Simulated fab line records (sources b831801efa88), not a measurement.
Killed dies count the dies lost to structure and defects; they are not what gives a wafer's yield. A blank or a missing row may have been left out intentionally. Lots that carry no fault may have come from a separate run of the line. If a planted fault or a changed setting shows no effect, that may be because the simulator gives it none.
Comparing a struck lot with a sound one    flow sfqLine    14 out of 325 route steps
Sound: these wafers, L784.2, L784.5, L784.6. Struck: wafer L794.3 (L794.1, L794.6, from the same lot, were not struck and are left out); the cause is given at the end.
For every step that has rows: the tool of each side, followed by ch and its chambers, followed by its first start. Under that, the readings that differ: sound wafers    struck wafers    difference of the means    sigmas: that difference in standard deviations of wafers without a fault.
alike: readings whose means differ by less than 2 such deviations, and words and numbers that are the same on both sides. not compared: withheld readings, readings that some wafer has no value for, bounds like >300 that may hide the same value, and numbers for which the record gives no deviation and whose values overlap.
A row with sigmas, a row that says differs or no value, or rows on one side alone: a step with any of these is where the two part. Numbers that have no deviation but don't overlap get no sigmas and don't part them. A reading missing from all wafers of one side parts the sides only when that side holds two or more wafers.

SFQ_TRILAYER_I3_DEP_PECVD_081: deposits SiO2 from SiH4/N2O, time 111.11 s, target thk 500 nm.
  sound on pecvd-04 ch 0,1,2, day 36 22:36; struck on pecvd-02 ch 1, day 45 20:35
  alike: heaterPowerW, throttleValvePct
SFQ_TRILAYER_I3_CMP_CMP_082: polishes SiO2.
  sound on cmp-01 ch 2,3, day 38 07:26; struck on cmp-02 ch 0, day 46 09:34
  alike: motorCurrentA, slurryFilterDpKPa, timeToEndpointS
SFQ_I3_BOW_MEAS_922:
  sound on filmMetro-01 at day 38 09:57; struck on filmMetro-02 at day 46 11:04
  alike: I3_BOW
SFQ_TRILAYER_I3_METRO_MEASURE_083:
  sound on filmMetro-01 at day 38 10:15; struck on filmMetro-02 at day 46 11:11
  alike: thkNm
then, 6 steps without rows for these wafers: SFQ_TRILAYER_I3_VIA_LITHO_COAT_090 (resist thk 62 nm); SFQ_TRILAYER_I3_VIA_LITHO_COAT_085 (resist thk 650 nm); SFQ_TRILAYER_I3_VIA_LITHO_SOFTBAKE_089; SFQ_TRILAYER_I3_VIA_LITHO_EXPOSE_086 (exposes mask I3, target cd 500 nm); SFQ_TRILAYER_I3_VIA_LITHO_PEB_088 (peb time 60 s); SFQ_TRILAYER_I3_VIA_LITHO_DEVELOP_087 (time 60 s).
-- the record jumps here: 4 days lie between the struck wafers' starts before and after --
SFQ_I3_OVL_MEAS_923:
  sound on overlay-01 at day 43 22:05; struck on overlay-02 at day 50 20:36
  alike: I3_OVL
SFQ_TRILAYER_I3_VIA_BARC_OPEN_VIA_ETCH_121: etches BARC in O2, target depth 125 nm, time 41.7 s.
  sound on rieDiel-02 ch 1,2, day 43 22:07; struck on rieDiel-04 ch 3, day 50 20:38
  alike: biasW, drypumpMotorCurrentA, oesProductAu, rfFwdPowerW
  not compared: rfHoursCounterH
SFQ_TRILAYER_I3_VIA_ETCH_VIA_ETCH_088: etches SiO2 in CHF3, stops on Nb, target depth 260 nm.
  sound on rieDiel-02 ch 1,2, day 43 22:09; struck on rieDiel-04 ch 3, day 50 20:41
reading          sound              struck  difference  sigmas
biasW (W)        80.09 80.20 80.23  79.49   -0.68       -3
rfFwdPowerW (W)  498.5 498.6 496.1  579.7   +82.0       +48
  alike: drypumpMotorCurrentA, oesProductAu
  not compared: model.Nb_of_TRILAYER_M3_DEP_SPUTTER_073.thkNm
SFQ_TRILAYER_I3_VIA_STRIP_STRIP_089: strips in O2.
  sound on rieMetal-01 ch 0,1, day 43 22:16; struck on rieMetal-01 ch 1, day 50 20:47
  alike: drypumpMotorCurrentA, oesProductAu
  not compared: rfHoursCounterH

## WHERE THEY PART
Within this record, at SFQ_TRILAYER_I3_VIA_ETCH_VIA_ETCH_088 only. Later steps at which nothing parts them and some readings are alike: SFQ_TRILAYER_I3_VIA_STRIP_STRIP_089.

WHY: whatever the simulator had introduced
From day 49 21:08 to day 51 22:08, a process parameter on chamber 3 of rieDiel-04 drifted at SFQ_TRILAYER_I3_VIA_ETCH_VIA_ETCH_088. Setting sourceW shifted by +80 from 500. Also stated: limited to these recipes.
